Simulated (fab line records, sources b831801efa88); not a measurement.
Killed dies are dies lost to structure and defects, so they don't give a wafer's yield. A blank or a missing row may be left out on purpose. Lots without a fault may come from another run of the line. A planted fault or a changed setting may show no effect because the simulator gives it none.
fab line records | flow sky130
record lots=12 wafers=36 last_day=52
route steps=708 shown NWELL@78 VT_ADJUST_NCORE@127 VT_ADJUST_PCH@150 PAD_OPEN@708
lots that met no fault: from a run of the same line without faults
start_h: hours from the record's first day to the start of the lot's first wafer shown | wait_h: hours since the lot's step before | " the same as in the row above | L1.1+2: a row that stands for several wafers | - no value, or no start given | * or withheld: withheld | < > ~ a bound
route shown NAME@n: a module of which the file shows steps, and the number in the route of the first | usual: mean/standard deviation of fault-free wafers | same: alike in all rows | chamber/n: place in a boat | sites: the reading at each site | _std_site: their standard deviation | _edge_site: outer sites' mean less inner sites' | radius_mm: how far each site lies from the wafer's centre | mask NAME#n: copy n | behind: the tool/chamber that last shaped the wafer | hold: why the lot was held/for how many hours/how that ended | device: the transistor (n, p or np) that didn't switch | end of line: the same wafers' tests at the end of the route | a step without rows: its recipe alone | killed: dies lost to structure and defects at the first sort, not the wafer's yield | map: a wafer's dies, x killed, . not, _ none there
set.NAME: the setting as run; set.NAME@STEP: as run at that earlier step | model.NAME: the simulator's own value behind a step, which no gauge read
steps of the route over a sample of lots; a table a step, a row a wafer
services: from which hour (start_h, from the record's first day; less than 0 if before it) a tool's chamber was out of use, for how many hours, and why
## steps
# step SKY_NWELL_STRIP_25
# recipe chemistry=O2/N2 power_w=1400 pressure_mtorr=1500 platen_temp_c=withheld o2_flow_sccm=3000 n2_flow_sccm=300 overash_fraction=0.5
# usual chamber_pressure_mTorr=1500.0/1.6 drypump_motor_current_A=5.61/0.25 oes_product_au=0.722/0.0051 strip_time_to_endpoint_s=37.00/0.14
# columns lot.wafer tool chamber start_h wait_h chamber_pressure_mTorr drypump_motor_current_A oes_product_au rf_hours_counter_h strip_time_to_endpoint_s
L988.1 plasma_asher-02 0 105.96 0.1 1500.0 5.80 0.712 43 36.90
L988.3 " 1 " " 1498.2 5.78 0.718 - 36.81
L988.5 " 0 " " 1500.5 5.80 0.719 - 36.95
L989.1 plasma_asher-02 0 111.55 0.1 1500.8 5.77 0.724 43 37.07
L989.4 " 1 " " 1500.6 5.77 0.725 - 37.05
L989.5 " 0 " " 1501.3 5.79 0.718 - 37.08
L991.2 plasma_asher-02 0 120.90 0.1 1500.0 5.84 0.716 44 37.30
L991.3 " 1 " " 1499.8 5.77 0.719 - 37.23
L991.6 " 1 " " 1501.4 5.78 0.717 - 37.21
L993.1 plasma_asher-04 0 125.38 0.1 1500.3 5.81 0.719 0 37.04
L993.2 " 1 " " 1499.6 5.80 0.725 0 37.07
L993.3 " 0 " " 1501.3 5.80 0.718 - 36.98
L994.1 plasma_asher-04 1 126.30 0.1 1500.3 5.76 0.716 1 37.10
L994.2 " 0 " " 1500.6 5.80 0.724 1 37.12
L994.4 " 0 " " 1501.5 5.85 0.721 - 37.13
L995.2 plasma_asher-04 0 129.10 0.1 1501.7 5.80 0.723 1 37.12
L995.4 " 0 " " 1498.3 5.81 0.707 - 37.10
L995.6 " 1 " " 1500.7 5.78 0.723 - 37.09
L100.2 plasma_asher-02 1 134.58 0.1 1498.9 5.78 0.719 45 36.61
L100.4 " 0 " " 1500.5 5.77 0.719 - 36.79
L100.6 " 0 " " 1499.7 5.77 0.732 - 36.75
L102.2 plasma_asher-02 1 253.48 0.1 1500.2 5.78 0.720 56 36.84
L102.4 " 1 " " 1500.5 5.78 0.721 - 36.83
L102.5 " 1 " " 1499.2 5.73 0.718 - 36.69
L103.3 plasma_asher-03 0 261.87 0.1 1499.5 5.45 0.720 - 37.05
L103.4 " 1 " " 1498.1 5.12 0.720 - 37.07
L103.5 " 1 " " 1502.5 5.14 0.726 - 37.03
L105.3 plasma_asher-03 0 266.04 0.1 1501.7 5.44 0.732 - 37.10
L105.4 " 1 " " 1498.7 5.16 0.727 - 37.11
L105.5 " 0 " " 1498.5 5.44 0.730 - 37.01
L108.1 plasma_asher-03 0 267.83 0.1 1500.0 5.45 0.722 42 37.01
L108.3 " 0 " " 1501.1 5.43 0.723 - 37.04
L108.5 " 1 " " 1498.7 5.17 0.723 - 36.78
L109.4 plasma_asher-03 1 268.84 0.1 1499.5 5.12 0.722 - 36.96
L109.5 " 0 " " 1499.5 5.44 0.727 - 36.87
L109.6 " 1 " " 1498.1 5.14 0.719 - 36.92
# step SKY_VT_ADJUST_NCORE_OVL_MEAS_08
# usual VT_ADJUST_NCORE_OVL=0.7/1.3
# columns lot.wafer tool chamber start_h wait_h VT_ADJUST_NCORE_OVL[nm]
L988.1 overlay-01 - 205.64 0.1 2.3
L988.3 " - " " 1.7
L988.5 " - " " 1.6
L989.1 overlay-01 - 209.19 0.1 -1.9
L989.4 " - " " -1.1
L989.5 " - " " -1.4
L991.2 overlay-02 - 219.00 0.1 0.6
L991.3 " - " " 2.1
L991.6 " - " " 0.6
L993.1 overlay-01 - 223.36 0.1 -1.0
L993.2 " - " " -2.0
L993.3 " - " " -0.6
L994.1 overlay-02 - 223.59 0.1 0.9
L994.2 " - " " -0.5
L994.4 " - " " -2.0
L995.2 overlay-02 - 224.19 0.1 0.5
L995.4 " - " " 1.0
L995.6 " - " " 2.2
L100.2 overlay-02 - 227.61 0.1 -0.4
L100.4 " - " " 0.3
L100.6 " - " " -1.6
L102.2 overlay-01 - 359.67 0.1 2.3
L102.4 " - " " 2.2
L102.5 " - " " 1.0
L103.3 overlay-01 - 368.60 0.1 0.6
L103.4 " - " " -0.3
L103.5 " - " " 1.1
L105.3 overlay-01 - 372.25 0.1 1.3
L105.4 " - " " 0.6
L105.5 " - " " 2.8
L108.1 overlay-02 - 373.84 0.1 1.0
L108.3 " - " " 1.7
L108.5 " - " " 0.2
L109.4 overlay-02 - 375.16 0.1 2.3
L109.5 " - " " -0.6
L109.6 " - " " 0.7
# step SKY_VT_ADJUST_NCORE_IMPLANT_09
# recipe species=B energy_kev=10 dose_cm2=2.4e+12 tilt_deg=withheld
# usual beam_on_s=9.98/0.2 end_station_pressure_torr=5.02e-06/2.8e-07 faraday_current_uA=13.56/0.27
# columns lot.wafer tool chamber start_h wait_h beam_on_s end_station_pressure_torr faraday_current_uA
L988.1 implanter-04 0 205.67 0.0 10.34 4.6e-06 13.08
L988.3 " 0 " " 9.84 5.25e-06 13.72
L988.5 " 0 " " 9.93 4.72e-06 13.61
L989.1 implanter-03 0 209.23 0.0 10.29 4.87e-06 13.18
L989.4 " 0 " " 10.22 5.06e-06 13.19
L989.5 " 0 " " 10.01 5.11e-06 13.54
L991.2 implanter-04 0 219.05 0.0 9.82 4.72e-06 13.74
L991.3 " 0 " " 9.89 4.59e-06 13.68
L991.6 " 0 " " 9.98 5.09e-06 13.58
L993.1 implanter-03 0 223.40 0.0 9.82 4.75e-06 13.72
L993.2 " 0 " " 10.27 4.69e-06 13.16
L993.3 " 0 " " 10.24 4.48e-06 13.16
L994.1 implanter-03 0 223.70 0.1 12.38 0.00011439 11.07
L994.2 " 0 " " 12.66 0.00011336 10.83
L994.4 " 0 " " 12.49 0.00011857 10.92
L995.2 implanter-03 0 224.25 0.0 12.05 0.00011322 11.32
L995.4 " 0 " " 12.70 0.00011869 10.78
L995.6 " 0 " " 12.64 0.00010726 10.75
L100.2 implanter-04 0 227.91 0.3 10.19 4.92e-06 13.25
L100.4 " 0 " " 9.84 5.17e-06 13.79
L100.6 " 0 " " 9.57 5.36e-06 14.13
L102.2 implanter-01 0 359.73 0.0 9.97 4.87e-06 13.59
L102.4 " 0 " " 10.17 4.71e-06 13.24
L102.5 " 0 " " 9.98 4.53e-06 13.59
L103.3 implanter-01 0 368.68 0.1 9.79 4.57e-06 13.79
L103.4 " 0 " " 10.11 5.46e-06 13.42
L103.5 " 0 " " 9.95 5.44e-06 13.53
L105.3 implanter-03 0 372.32 0.1 10.08 4.95e-06 13.42
L105.4 " 0 " " 10.08 5.3e-06 13.45
L105.5 " 0 " " 10.27 5.32e-06 13.19
L108.1 implanter-03 0 373.88 0.0 10.03 4.87e-06 13.52
L108.3 " 0 " " 10.05 5.25e-06 13.47
L108.5 " 0 " " 9.82 5.21e-06 13.71
L109.4 implanter-03 0 375.25 0.1 9.76 4.93e-06 13.88
L109.5 " 0 " " 9.76 5e-06 13.91
L109.6 " 0 " " 10.06 5.73e-06 13.47
# step SKY_VT_ADJUST_NCORE_TW_MEAS_11
# usual VT_ADJUST_NCORE_TW=218.0/2.9
# columns lot.wafer tool chamber start_h wait_h VT_ADJUST_NCORE_TW
L988.1 film_metro-04 - 205.92 0.1 217.8
L988.3 " - " " 216.6
L988.5 " - " " 218.2
L989.1 film_metro-01 - 209.48 0.1 215.7
L989.4 " - " " 215.6
L989.5 " - " " 216.9
L991.2 film_metro-01 - 219.29 0.1 214.4
L991.3 " - " " 214.0
L991.6 " - " " 216.1
L993.1 film_metro-02 - 223.65 0.1 221.3
L993.2 " - " " 222.4
L993.3 " - " " 222.4
L994.1 film_metro-02 - 223.95 0.1 236.2
L994.2 " - " " 237.0
L994.4 " - " " 237.1
L995.2 film_metro-01 - 224.48 0.1 230.1
L995.4 " - " " 229.4
L995.6 " - " " 229.8
L100.2 film_metro-01 - 228.14 0.1 215.3
L100.4 " - " " 215.3
L100.6 " - " " 215.1
L102.2 film_metro-01 - 359.96 0.1 216.6
L102.4 " - " " 215.4
L102.5 " - " " 215.5
L103.3 film_metro-02 - 368.90 0.1 223.0
L103.4 " - " " 221.6
L103.5 " - " " 223.0
L105.3 film_metro-01 - 372.54 0.1 215.0
L105.4 " - " " 215.9
L105.5 " - " " 214.9
L108.1 film_metro-02 - 374.13 0.1 222.1
L108.3 " - " " 221.5
L108.5 " - " " 222.7
L109.4 film_metro-01 - 375.45 0.1 215.0
L109.5 " - " " 214.7
L109.6 " - " " 214.2
# step SKY_VT_ADJUST_PCH_OVL_MEAS_07
# usual VT_ADJUST_PCH_OVL=-0.1/1.4
# columns lot.wafer tool chamber start_h wait_h VT_ADJUST_PCH_OVL[nm]
L988.1 overlay-01 - 251.00 - -0.9
L988.3 " - " " -0.4
L988.5 " - " " 1.0
L989.1 overlay-01 - 255.87 - -0.4
L989.4 " - " " -2.0
L989.5 " - " " -1.4
L991.2 overlay-02 - 267.10 - 0.5
L991.3 " - " " 0.8
L991.6 " - " " -1.4
L993.1 overlay-02 - 272.55 - -2.5
L993.2 " - " " -0.6
L993.3 " - " " -0.5
L994.1 overlay-02 - 272.90 - -1.3
L994.2 " - " " 0.6
L994.4 " - " " -2.1
L995.2 overlay-01 - 273.52 - -1.4
L995.4 " - " " 0.2
L995.6 " - " " -2.3
L100.2 overlay-01 - 277.55 - 0.4
L100.4 " - " " 0.0
L100.6 " - " " 2.5
L102.2 overlay-01 - 417.65 - -0.1
L102.4 " - " " -0.5
L102.5 " - " " 0.8
L103.3 overlay-02 - 429.21 - -0.8
L103.4 " - " " -1.2
L103.5 " - " " -1.2
L105.3 overlay-01 - 433.83 - 1.8
L105.4 " - " " 1.7
L105.5 " - " " 0.6
L108.1 overlay-02 - 434.52 - 2.1
L108.3 " - " " 0.3
L108.5 " - " " 0.2
L109.4 overlay-01 - 437.64 - 0.1
L109.5 " - " " -0.5
L109.6 " - " " 0.2
# step SKY_PAD_OPEN_PROBE_99
# usual killed_at_M0_to_M3=45/6.3 killed_at_M4_up=2.8/1.6 killed_at_contacts=24/5.1 killed_at_front_end=14/4.4 killed_at_other=0.4/0.73 killed_dies=86/9 killed_open=47/7.8 killed_short=39/6.6
# same gross_dies=492 killed_at_back_side=0
# columns lot.wafer tool chamber start_h wait_h killed_at_M0_to_M3 killed_at_M4_up killed_at_contacts killed_at_front_end killed_at_other killed_dies killed_open killed_short
L988.1 prober-01 - 1117.94 0.1 41 3 30 9 3 86 49 37
L988.3 prober-01 - 1118.04 0.2 53 0 21 13 0 87 52 35
L988.5 prober-01 - 1118.14 0.2 45 4 28 12 0 89 57 32
L989.1 prober-02 - 1124.33 0.1 35 6 31 13 0 85 49 36
L989.4 prober-02 - 1124.48 0.2 41 3 25 18 0 87 51 36
L989.5 prober-02 - 1124.53 0.2 51 6 27 22 0 106 56 49
L993.1 prober-02 - 1138.10 0.1 47 3 25 15 0 90 45 45
L993.2 prober-02 - 1138.15 0.1 48 4 25 17 0 94 43 51
L993.3 prober-02 - 1138.20 0.2 56 1 24 7 0 88 49 39
L995.2 prober-01 - 1139.95 0.3 46 3 28 16 0 93 58 35
L995.4 prober-01 - 1140.05 0.4 47 2 34 23 0 106 73 32
L995.6 prober-01 - 1140.15 0.5 39 2 20 11 0 72 35 37
L105.3 prober-02 - 1239.49 0.2 46 3 12 10 0 71 35 36
L105.4 prober-02 - 1239.54 0.2 47 3 25 9 1 85 47 37
L105.5 prober-02 - 1239.59 0.2 43 1 22 8 0 74 45 27
# killed by level:class
L988.1 CONTACT:geometric_particle:open=12 VIA1:geometric_particle:open=10 CONTACT:geometric_particle:short=8 VIA3:geometric_particle:open=8 METAL1:geometric_particle:short=7 LI_CONTACT:geometric_particle:open=6 METAL2:geometric_particle:short=4 VIA2:geometric_particle:open=3
L988.3 VIA1:geometric_particle:open=17 VIA3:geometric_particle:open=10 CONTACT:geometric_particle:open=8 METAL1:geometric_particle:short=6 FIELD_ISO:geometric_particle:short=5 LI_CONTACT:geometric_particle:open=5 METAL2:geometric_particle:short=5 VIA1:geometric_particle:short=4
L988.5 CONTACT:geometric_particle:open=13 VIA1:geometric_particle:open=13 LI_CONTACT:geometric_particle:open=9 METAL2:geometric_particle:short=7 VIA1:geometric_particle:short=6 VIA3:geometric_particle:open=6 POLY_GATE:geometric_particle:open=5 VIA2:geometric_particle:open=4
L989.1 VIA1:geometric_particle:open=12 CONTACT:geometric_particle:short=8 LI_CONTACT:geometric_particle:open=8 VIA2:geometric_particle:open=8 CONTACT:geometric_particle:open=6 POLY_GATE:geometric_particle:short=4 LOCAL_INTERCONNECT:geometric_particle:short=4 METAL2:geometric_particle:short=4
L989.4 VIA1:geometric_particle:open=11 LI_CONTACT:geometric_particle:open=7 CONTACT:geometric_particle:open=7 VIA1:geometric_particle:short=7 POLY_GATE:geometric_particle:short=6 VIA2:geometric_particle:open=6 LOCAL_INTERCONNECT:geometric_particle:short=5 FIELD_ISO:geometric_particle:open=4
L989.5 VIA3:geometric_particle:open=11 LI_CONTACT:geometric_particle:open=10 FIELD_ISO:geometric_particle:short=9 CONTACT:geometric_particle:open=7 VIA1:geometric_particle:open=7 VIA1:geometric_particle:short=6 METAL1:geometric_particle:short=6 VIA2:geometric_particle:open=6
L993.1 VIA1:geometric_particle:open=11 METAL1:geometric_particle:short=9 CONTACT:geometric_particle:open=8 LOCAL_INTERCONNECT:geometric_particle:short=7 METAL2:geometric_particle:short=7 VIA3:geometric_particle:open=6 LI_CONTACT:geometric_particle:open=6 FIELD_ISO:geometric_particle:short=5
L993.2 VIA3:geometric_particle:open=11 METAL1:geometric_particle:short=9 LOCAL_INTERCONNECT:geometric_particle:short=7 VIA3:geometric_particle:short=7 LI_CONTACT:geometric_particle:open=6 CONTACT:geometric_particle:open=6 VIA2:geometric_particle:short=6 CONTACT:geometric_particle:short=5
L993.3 VIA1:geometric_particle:open=16 CONTACT:geometric_particle:open=9 METAL1:geometric_particle:short=7 VIA2:geometric_particle:open=6 VIA1:geometric_particle:short=6 VIA3:geometric_particle:short=6 METAL2:geometric_particle:short=5 CONTACT:geometric_particle:short=4
L995.2 VIA1:geometric_particle:open=13 LI_CONTACT:geometric_particle:open=9 FIELD_ISO:geometric_particle:open=8 CONTACT:geometric_particle:open=8 VIA2:geometric_particle:open=8 CONTACT:geometric_particle:short=6 METAL2:geometric_particle:short=6 VIA3:geometric_particle:short=5
L995.4 VIA1:geometric_particle:open=15 FIELD_ISO:geometric_particle:open=12 CONTACT:geometric_particle:open=12 VIA2:geometric_particle:open=9 LI_CONTACT:geometric_particle:open=7 VIA3:geometric_particle:open=7 LI_CONTACT:geometric_particle:short=6 POLY_GATE:geometric_particle:short=4
L995.6 VIA1:geometric_particle:open=8 METAL2:geometric_particle:short=7 POLY_GATE:geometric_particle:short=6 VIA3:geometric_particle:open=5 LOCAL_INTERCONNECT:geometric_particle:short=5 CONTACT:geometric_particle:open=5 VIA1:geometric_particle:short=5 VIA2:geometric_particle:open=5
L105.3 VIA3:geometric_particle:open=11 VIA1:geometric_particle:open=6 VIA2:geometric_particle:open=6 METAL2:geometric_particle:short=5 METAL1:geometric_particle:short=5 VIA3:geometric_particle:short=5 FIELD_ISO:geometric_particle:short=4 CONTACT:geometric_particle:open=4
L105.4 VIA1:geometric_particle:open=10 LI_CONTACT:geometric_particle:open=9 METAL2:geometric_particle:short=7 VIA3:geometric_particle:open=7 VIA1:geometric_particle:short=6 VIA2:geometric_particle:open=5 LOCAL_INTERCONNECT:geometric_particle:short=4 CONTACT:geometric_particle:short=4
L105.5 VIA3:geometric_particle:open=13 LI_CONTACT:geometric_particle:open=8 VIA2:geometric_particle:open=8 CONTACT:geometric_particle:open=6 VIA1:geometric_particle:open=6 VIA1:geometric_particle:short=5 METAL2:geometric_particle:short=4 LI_CONTACT:geometric_particle:short=3
## services
# columns tool chamber start_h hours kind
plasma_asher-03 - 86.93 3.9 repair
implanter-03 - 90.70 2.2 repair
plasma_asher-02 - 91.27 1.2 repair
implanter-01 - 94.77 22.8 pm
plasma_asher-04 - 108.75 9.0 pm
plasma_asher-04 0 108.75 9.0 vent_cycle
plasma_asher-04 1 108.75 9.0 vent_cycle
implanter-04 - 117.34 4.2 repair
plasma_asher-04 0 117.75 - clean
plasma_asher-04 1 117.75 - clean
implanter-01 - 134.77 4.6 repair
plasma_asher-02 - 184.67 1.7 repair
implanter-03 - 189.15 3.0 pm
implanter-01 - 197.64 49.4 pm
implanter-03 - 226.68 2.6 repair
plasma_asher-04 - 231.20 1.4 repair
implanter-04 - 285.81 5.3 pm
plasma_asher-03 - 305.90 2.0 repair
plasma_asher-02 - 306.55 4.2 repair
plasma_asher-04 - 329.49 5.1 repair
implanter-03 - 359.44 2.2 repair
## key
first_sign step=SKY_VT_ADJUST_NCORE_IMPLANT_09 reading=end_station_pressure_torr direction=up sigmas=99+ usual=5.02e-06 struck=0.00011425
effect step=SKY_VT_ADJUST_NCORE_IMPLANT_09 reading=beam_on_s direction=up sigmas=13 usual=9.98 struck=12.49
effect step=SKY_VT_ADJUST_NCORE_TW_MEAS_11 reading=VT_ADJUST_NCORE_TW direction=up sigmas=5.2 usual=218.0 struck=233.2
met_at SKY_VT_ADJUST_NCORE_IMPLANT_09
struck_lots L994,L995
tester_left_out L994,L995
not_acting_at SKY_NWELL_STRIP_25,SKY_VT_ADJUST_NCORE_OVL_MEAS_08,SKY_VT_ADJUST_PCH_OVL_MEAS_07
onset_between 223.40 223.70
fault kind=process_parameter_drift tool=implanter-03 chamber=- onset_h=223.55 steps=SKY_VT_ADJUST_NCORE_IMPLANT_09 channel=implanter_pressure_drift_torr offset=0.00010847 shape=step end_h=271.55
fault kind=process_parameter_drift tool=implanter-03 chamber=- onset_h=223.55 steps=SKY_VT_ADJUST_NCORE_IMPLANT_09 channel=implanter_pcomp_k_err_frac offset=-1 shape=step end_h=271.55
# tester_left_out: of these lots the tester's yield and bins aren't shown, on N5 and GAA mostly nor the transistor test; their killed dies are dies lost to structure and defects alone, not to doping, threshold or leakage, so they don't give the yield
